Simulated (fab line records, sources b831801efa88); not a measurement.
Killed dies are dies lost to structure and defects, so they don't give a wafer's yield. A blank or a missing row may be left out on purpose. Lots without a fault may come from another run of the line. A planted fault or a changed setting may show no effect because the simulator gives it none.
Tool commonality check | flow gf180mcu | 12 lots, 36 wafers sampled

WHY IT WAS OPENED
At GF_VT_IMPLANT_TW_MEAS_21 the reading VT_IMPLANT_2_TW is flagged on 2 of 12 lots. Wafers without a fault read 1217, standard deviation 9.3.
Rule: a lot is flagged when every wafer of it that has a number lies more than 4 standard deviations from that mean, or none has a number. The other lots count as sound.

lot  | measured     | on            | VT_IMPLANT_2_TW, wafer by wafer | flag
L138 | day 6 12:00  | film_metro-03 | 1223 1223 1218                  |
L140 | day 6 22:37  | film_metro-04 | 1213 1221 1214                  |
L141 | day 7 07:05  | film_metro-04 | 1211 1213 1215                  |
L142 | day 7 12:14  | film_metro-04 | 1209 1214 1212                  |
L143 | day 7 15:07  | film_metro-03 | 1228 1231 1229                  |
L145 | day 8 07:24  | film_metro-03 | 1233 1234 1233                  |
L150 | day 9 15:53  | film_metro-04 | 1206 1200 1206                  |
L151 | day 9 19:56  | film_metro-03 | 1041 1042 1034                  | FLAGGED
L152 | day 10 04:41 | film_metro-04 | 1024 1020 1021                  | FLAGGED
L153 | day 10 10:23 | film_metro-03 | 1221 1211 1215                  |
L158 | day 11 17:20 | film_metro-01 | 1232 1219 1224                  |
L159 | day 12 02:11 | film_metro-04 | 1214 1204 1214                  |
The numbers of the flagged lots are 1030 on average: -187 against the usual, or -20 standard deviations.

WHICH TOOL RAN EACH LOT
The record holds 1 process step before the reading, out of a route of 602 steps. In each cell: the tool, then ch and the chambers that the sampled wafers went through, then the start.
lot  | flag    | GF_VT_IMPLANT_IMPLANT_19
L138 |         | implanter-04 ch 0, day 6 11:46
L140 |         | implanter-02 ch 0, day 6 22:22
L141 |         | implanter-01 ch 0, day 7 06:50
L142 |         | implanter-04 ch 0, day 7 11:59
L143 |         | implanter-02 ch 0, day 7 14:52
L145 |         | implanter-04 ch 0, day 8 07:10
L150 |         | implanter-01 ch 0, day 9 15:38
L151 | FLAGGED | implanter-04 ch 0, day 9 19:43
L152 | FLAGGED | implanter-04 ch 0, day 10 04:26
L153 |         | implanter-02 ch 0, day 10 10:08
L158 |         | implanter-02 ch 0, day 11 17:05
L159 |         | implanter-01 ch 0, day 12 01:58
What these steps do:
- GF_VT_IMPLANT_IMPLANT_19
- GF_VT_IMPLANT_TW_MEAS_21

FLAGGED OVER TOTAL, TOOL BY TOOL (the gauges that took the reading come last)
step                     | tool          | lots run | flagged | share of the flagged lots | sound lots run after its first flagged lot
GF_VT_IMPLANT_IMPLANT_19 | implanter-01  | 3        | 0       | none                      | -
GF_VT_IMPLANT_IMPLANT_19 | implanter-02  | 4        | 0       | none                      | -
GF_VT_IMPLANT_IMPLANT_19 | implanter-04  | 5        | 2       | all                       | 0
GF_VT_IMPLANT_TW_MEAS_21 | film_metro-01 | 1        | 0       | none                      | -
GF_VT_IMPLANT_TW_MEAS_21 | film_metro-03 | 5        | 1       | some                      | 1 (L153)
GF_VT_IMPLANT_TW_MEAS_21 | film_metro-04 | 6        | 1       | some                      | 1 (L159)

WHAT THE TABLE ALLOWS
1 row of the table ran every flagged lot: implanter-04 at GF_VT_IMPLANT_IMPLANT_19.
- implanter-04 at GF_VT_IMPLANT_IMPLANT_19: 2 of its 5 lots flagged. Its last sound lot is L145 (day 8 07:10), its first flagged lot L151 (day 9 19:43): a fault that began between those two fits. Its own readings lie more than 4 standard deviations out on every wafer of the flagged lots: dose_ions_cm2, faraday_current_uA.
One tool is left: implanter-04 at GF_VT_IMPLANT_IMPLANT_19.

WHAT THE SIMULATOR HAD PUT IN
Process parameter drift: implanter-04, from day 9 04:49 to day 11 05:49, at GF_VT_IMPLANT_IMPLANT_19. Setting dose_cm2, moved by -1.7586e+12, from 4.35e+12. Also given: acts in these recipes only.
Lots struck among those shown: L151, L152. The rule above found the same.
